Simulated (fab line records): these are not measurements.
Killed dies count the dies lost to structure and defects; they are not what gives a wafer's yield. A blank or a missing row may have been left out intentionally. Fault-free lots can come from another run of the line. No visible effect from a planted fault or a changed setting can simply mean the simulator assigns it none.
Problem report, 8D (eight disciplines) form, completed by code + flow sky130 + the parts of the form that need people (team, actions taken, sign-off) are left out

## 1. WHAT IS WRONG
At SKY_METAL2_SPUTTER_04, chamberPressurePa averages 0.3017 Pa over 6 wafers from 2 lots, while fault-free wafers read 0.4000 Pa, standard deviation 0.00068. So: -99 or more standard deviations from the usual mean.
The step: material TiN, target thk 70 nm, time 58.3 s.
First seen on wafer L272.1, day 41 03:23, on pvdSputter-03. The record has a number at this step for 42 wafers belonging to 14 lots. Rule for "out" (also "out of limits"): further than 4 standard deviations from the usual mean. All remaining wafers that have a number are taken as sound.

## 2. WHAT IT IS, WHAT IT ISN'T
| question                    | is                     | is not                                                                 |
|-----------------------------|------------------------|------------------------------------------------------------------------|
| which readings at this step | chamberPressurePa      | -                                                                      |
| which lots                  | L272, L273             | L250, L251, L252, L253, L255, L256, L257, L259, L260, L262, L263, L268 |
| which wafers of those lots  | all that have a number | -                                                                      |
| read on which tools         | pvdSputter-03          | pvdSputter-01, pvdSputter-02                                           |
| when                        | from day 41 03:23      | up to then (36 sound wafers)                                           |

## 3. SUSPECTS, AND WHAT RULES EACH OUT
Counting: any tool at a process step up to the reading is kept as a suspect provided that every lot that is out went through it and no sound lot did after the first of them.
- pvdSputter-03 at SKY_METAL2_SPUTTER_04 (material TiN, target thk 70 nm, time 58.3 s): kept. All lots that are out passed through it, beginning with L272 at day 41 03:23, and no sound lot followed; its final sound lot before that point was L263 at day 38 02:44. Its own readings are out on those wafers: chamberPressurePa.
Remaining after the count: pvdSputter-03 at SKY_METAL2_SPUTTER_04.

## 4. THE CAUSE (what the simulator had put in)
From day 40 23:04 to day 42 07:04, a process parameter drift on pvdSputter-03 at SKY_METAL2_SPUTTER_04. The setting chamberPressurePa was moved by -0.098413, starting from 0.4. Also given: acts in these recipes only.
This tool alone remained once counting was done.

## 5. THE CHAIN OF EFFECTS, in route order
Each row: a reading where the mean over the struck wafers with a number is more than 3 standard deviations away from the usual. Scope: only readings with a usual standard deviation given in the record; hours: median across lots of the time from each lot's start at the first step in this table that gives one to its start at this step; sigmas: change in usual standard deviations.
| hours | step                  | reading           | usual     | on struck wafers | change  | sigmas      |
|-------|-----------------------|-------------------|-----------|------------------|---------|-------------|
| 0     | SKY_METAL2_SPUTTER_04 | chamberPressurePa | 0.4000 Pa | 0.3017           | -0.0983 | -99 or more |
| 0     | SKY_METAL2_SPUTTER_04 | throttleValvePct  | 29.9 %    | 34.5             | +4.6    | +3.3        |
Here are the process steps it includes:
- SKY_METAL2_SPUTTER_04: material TiN, target thk 70 nm, time 58.3 s.

## 6. WHAT WOULD HAVE CAUGHT IT SOONER
First out-of-limits reading in this record: day 41 03:23, which is 4 hours after fault onset at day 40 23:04.
